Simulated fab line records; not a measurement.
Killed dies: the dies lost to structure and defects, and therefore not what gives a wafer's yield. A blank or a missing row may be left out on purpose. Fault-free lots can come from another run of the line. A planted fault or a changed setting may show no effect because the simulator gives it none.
The tool behind it: which one? ; flow gf180mcu ; 13 lots with 39 wafers sampled at 5 steps, on a route of 602 steps

== WHAT THE GAUGES READ, wafer by wafer ==
GF_V5_THK_MEAS_03. Usual: for V5_CVD_02_THK the level is 1455 nm and the standard deviation is 21.
lot;measured;on;V5_CVD_02_THK (nm);flag
L435;day 26 01:22;film_metro-01;1462 1474 1472;
L436;day 26 19:10;film_metro-04;1429 1473 1490;
L437;day 26 19:39;film_metro-02;1412 1443 1433;
L438;day 27 02:29;film_metro-01;1451 1477 1465;
L439;day 27 14:55;film_metro-02;1466 1498 1474;
L440;day 28 02:37;film_metro-04;1418 1477 1455;
L441;day 28 14:12;film_metro-02;1436 1453 1450;
L442;day 28 17:52;film_metro-04;1456 1470 1465;
L443;day 28 18:12;film_metro-04;1419 1433 1453;
L451;day 31 02:20;film_metro-02;1443 1474 1477;
L452;day 31 09:38;film_metro-01;1448 1458 1476;
L453;day 31 15:53;film_metro-04;1457 1455 1450;
L457;day 32 13:11;film_metro-01;1447 1428 1472;

GF_V5_CD_MEAS_14 targets a cd of 260 nm. Usual: cd_nm at 259.6 nm, with a standard deviation of 1.2.
lot;measured;on;cd_nm (nm);flag
L435;day 26 22:45;cd_sem-02;259.8 260.0 260.3;
L436;day 27 14:44;cd_sem-02;260.2 259.7 259.7;
L437;day 27 16:17;cd_sem-02;260.8 262.0 260.7;
L438;day 27 22:50;cd_sem-01;260.9 260.9 260.8;
L439;day 28 10:32;cd_sem-01;261.1 259.2 261.4;
L440;day 28 21:57;cd_sem-01;258.8 259.7 259.2;
L441;day 29 09:25;cd_sem-01;259.6 259.6 260.3;
L442;day 29 13:06;cd_sem-02;258.8 259.9 258.7;
L443;day 29 13:35;cd_sem-02;257.7 258.9 257.0;
L451;day 31 20:10;cd_sem-02;258.2 258.2 258.4;
L452;day 32 02:49;cd_sem-02;261.0 260.9 261.7;
L453;day 32 09:23;cd_sem-01;260.3 260.4 260.1;
L457;day 33 05:29;cd_sem-01;260.3 259.7 261.2;

GF_TOP_METAL_RS_MEAS_05: the measuring method here is four-point-probe. Usual: for TOP_METAL_ALCU_RS the level is 0.0327 ohm/sq and the standard deviation is 0.00034.
lot;measured;on;TOP_METAL_ALCU_RS (ohm/sq);flag
L435;day 27 00:30;film_metro-03;0.0326 0.0323 0.0324;
L436;day 27 16:50;film_metro-01;0.0327 0.0321 0.0324;
L437;day 27 18:03;film_metro-03;0.0328 0.0329 0.0330;
L438;day 28 00:41;film_metro-02;0.0323 0.0328 0.0324;
L439;day 28 12:18;film_metro-01;0.0330 0.0330 0.0328;
L440;day 28 23:49;film_metro-02;0.0323 0.0324 0.0318;
L441;day 29 11:34;film_metro-02;0.0326 0.0327 0.0327;
L442;day 29 15:16;film_metro-01;0.0332 0.0330 0.0328;
L443;day 29 15:28;film_metro-02;0.0325 0.0328 0.0329;
L451;day 31 21:55;film_metro-02;0.0516 0.0525 0.0534 0.0516 0.0525 0.0534;OFF
L452;day 32 04:35;film_metro-01;0.0509 0.0514 0.0517 0.0508 0.0515 0.0517;OFF
L453;day 32 11:09;film_metro-01;0.0324 0.0325 0.0326;
L457;day 33 07:14;film_metro-03;0.0324 0.0324 0.0323;

== WHICH TOOL RAN EACH LOT (tool, then ch and the chambers of the sampled wafers, then the start) ==
lot;GF_V5_STRIP_18;GF_TOP_METAL_SPUTTER_02
L435;plasma_asher-03 ch 0,1, day 26 23:03;pvd_sputter-03, day 27 00:22
L436;plasma_asher-04 ch 0,1, day 27 15:02;pvd_sputter-01, day 27 16:43
L437;plasma_asher-03 ch 0,1, day 27 16:36;pvd_sputter-04, day 27 17:58
L438;plasma_asher-01 ch 0,1, day 27 23:14;pvd_sputter-04, day 28 00:35
L439;plasma_asher-04 ch 0,1, day 28 10:51;pvd_sputter-04, day 28 12:13
L440;plasma_asher-04 ch 0,1, day 28 22:15;pvd_sputter-03, day 28 23:41
L441;plasma_asher-04 ch 0,1, day 29 09:43;pvd_sputter-03, day 29 11:29
L442;plasma_asher-03 ch 0,1, day 29 13:24;pvd_sputter-03, day 29 15:08
L443;plasma_asher-01 ch 0,1, day 29 13:54;pvd_sputter-01, day 29 15:23
L451;plasma_asher-03 ch 0,1, day 31 20:28;pvd_sputter-04, day 31 21:49
L452;plasma_asher-04 ch 0, day 32 03:06;pvd_sputter-04, day 32 04:28
L453;plasma_asher-01 ch 0,1, day 32 09:42;pvd_sputter-03, day 32 11:04
L457;plasma_asher-01 ch 1, day 33 05:46;pvd_sputter-01, day 33 07:07
- GF_V5_STRIP_18: strips in O2/N2.
- GF_TOP_METAL_SPUTTER_02: material AlCu, target thk 900 nm, time 47.82 s.

== AS READ BY THE TOOLS THEMSELVES (means over the sampled wafers that have a number; for cases with no such wafer, the mark the record gives instead) ==
GF_V5_STRIP_18. Usual: drypump_motor_current_A 5.5 A, standard deviation 0.58; heater_power_w 346 W, standard deviation 53; oes_product_au 0.570 a.u., standard deviation 0.0059.
lot;tool;drypump_motor_current_A (A);heater_power_w (W);oes_product_au (a.u.);flag
L435;plasma_asher-03;5.1;395;0.575;
L436;plasma_asher-04;5.3;352;0.572;
L437;plasma_asher-03;5.4;336;0.573;
L438;plasma_asher-01;5.7;334;0.565;
L439;plasma_asher-04;5.3;347;0.564;
L440;plasma_asher-04;5.3;348;0.574;
L441;plasma_asher-04;5.9;354;0.577;
L442;plasma_asher-03;5.3;340;0.568;
L443;plasma_asher-01;5.6;315;0.577;
L451;plasma_asher-03;5.1;390;0.569;
L452;plasma_asher-04;4.8;346;0.566;
L453;plasma_asher-01;5.6;308;0.572;
L457;plasma_asher-01;5.5;303;0.574;

GF_TOP_METAL_SPUTTER_02. Usual: throttle_valve_pct at 29.7 %, with a standard deviation of 0.89.
lot;tool;throttle_valve_pct (%);flag
L435;pvd_sputter-03;29.9;
L436;pvd_sputter-01;31.0;
L437;pvd_sputter-04;28.9;
L438;pvd_sputter-04;29.4;
L439;pvd_sputter-04;29.1;
L440;pvd_sputter-03;29.5;
L441;pvd_sputter-03;30.4;
L442;pvd_sputter-03;29.8;
L443;pvd_sputter-01;30.2;
L451;pvd_sputter-04;29.4;
L452;pvd_sputter-04;29.5;
L453;pvd_sputter-03;29.6;
L457;pvd_sputter-01;30.3;

== THE ANSWER, worked out from the rows above alone ==
Rule: a lot is off if the mean of its wafers that have a number lies more than 3 standard deviations from the usual mean. Also off: a lot with no number at a reading for which 4 or more lots have one. Any other lot the step has rows for is counted as sound. After the gauges, taken in route order, come the tools' own readings; for these a lot's mean is taken, as printed above. At the first step where some lot is off, the reading lying furthest off is the one used; lots without a number count as furthest.
Off: at GF_TOP_METAL_RS_MEAS_05 (TOP_METAL_ALCU_RS), L451, L452.
If a tool, at a process step before that reading, ran all the lots that are off and no sound lot after the first of them, it fits. Gauges at GF_TOP_METAL_RS_MEAS_05: tried the same way as those tools. One fits: GF_TOP_METAL_SPUTTER_02 on pvd_sputter-04. Its last sound lot is L439 (day 28 12:13), its first lot that is off L451 (day 31 21:49): a fault that began between those two fits.

== WHAT WAS PUT IN BY THE SIMULATOR ==
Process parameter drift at GF_TOP_METAL_SPUTTER_02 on pvd_sputter-04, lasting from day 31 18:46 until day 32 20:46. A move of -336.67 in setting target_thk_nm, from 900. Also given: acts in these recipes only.
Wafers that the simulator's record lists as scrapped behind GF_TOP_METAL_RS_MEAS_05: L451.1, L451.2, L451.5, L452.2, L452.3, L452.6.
Shown lots that were struck: L451, L452. The rule above found the same.
